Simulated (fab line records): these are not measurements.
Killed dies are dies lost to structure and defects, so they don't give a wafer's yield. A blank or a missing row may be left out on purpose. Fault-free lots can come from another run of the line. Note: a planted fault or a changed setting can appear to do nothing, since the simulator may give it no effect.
Which tool did it? ; flow sky130 ; Sampling: 6 lots, 18 wafers, 3 of 708 route steps

## WHAT THE GAUGES READ, wafer by wafer
SKY_SD_N_TW_MEAS_12.
lot;measured;on;SD_N_TW
L286;day 29 12:02;film_metro-01;3984 3979 3985
L289;day 30 02:55;film_metro-03;3941 3932 3926
L293;day 31 14:40;film_metro-03;3946 3957 3947
L300;day 34 01:34;film_metro-01;3986 3980 3974
L301;day 34 19:49;film_metro-01;3992 3996 3966
L303;day 35 02:07;film_metro-03;3956 3922 3971

## WHICH TOOL RAN EACH LOT (tool, then ch and the chambers of the sampled wafers, then the start)
lot;SKY_DNWELL_STRIP_08;SKY_VT_ADJUST_LVTN_IMPLANT_08
L286;plasma_asher-04 ch 0,1, day 4 03:05;implanter-03 ch 0, day 8 00:01
L289;plasma_asher-02 ch 0,1, day 4 18:02;implanter-03 ch 0, day 8 17:42
L293;plasma_asher-04 ch 0,1, day 5 15:26;implanter-03 ch 0, day 9 18:32
L300;plasma_asher-03 ch 0,1, day 7 11:49;implanter-03 ch 0, day 12 00:52
L301;plasma_asher-03 ch 0,1, day 7 14:41;implanter-01 ch 0, day 12 06:19
L303;plasma_asher-04 ch 0, day 8 05:40;implanter-01 ch 0, day 13 00:12
- SKY_DNWELL_STRIP_08: strips in O2/N2.
- SKY_VT_ADJUST_LVTN_IMPLANT_08

## THE ANSWER, worked out from the rows above alone
Rule: what is usual is taken from the lots themselves. The widest of any qualifying gaps counts: lots, ordered by their means at a reading, are off when they make up no more than a third of the lots, leave a main group of 4 or more, and stand apart from it by 3 or more times the standard deviation of that group's means. A main group is skipped when, at the precision printed for the reading in the tables above, its means are all equal. A lot without any number at a reading at which 4 lots or more have one is off too. Any other lot the step has rows for is counted as sound.
Nothing can be told from this: no lot is off at any reading shown.

## WHAT THE SIMULATOR HAD PUT IN
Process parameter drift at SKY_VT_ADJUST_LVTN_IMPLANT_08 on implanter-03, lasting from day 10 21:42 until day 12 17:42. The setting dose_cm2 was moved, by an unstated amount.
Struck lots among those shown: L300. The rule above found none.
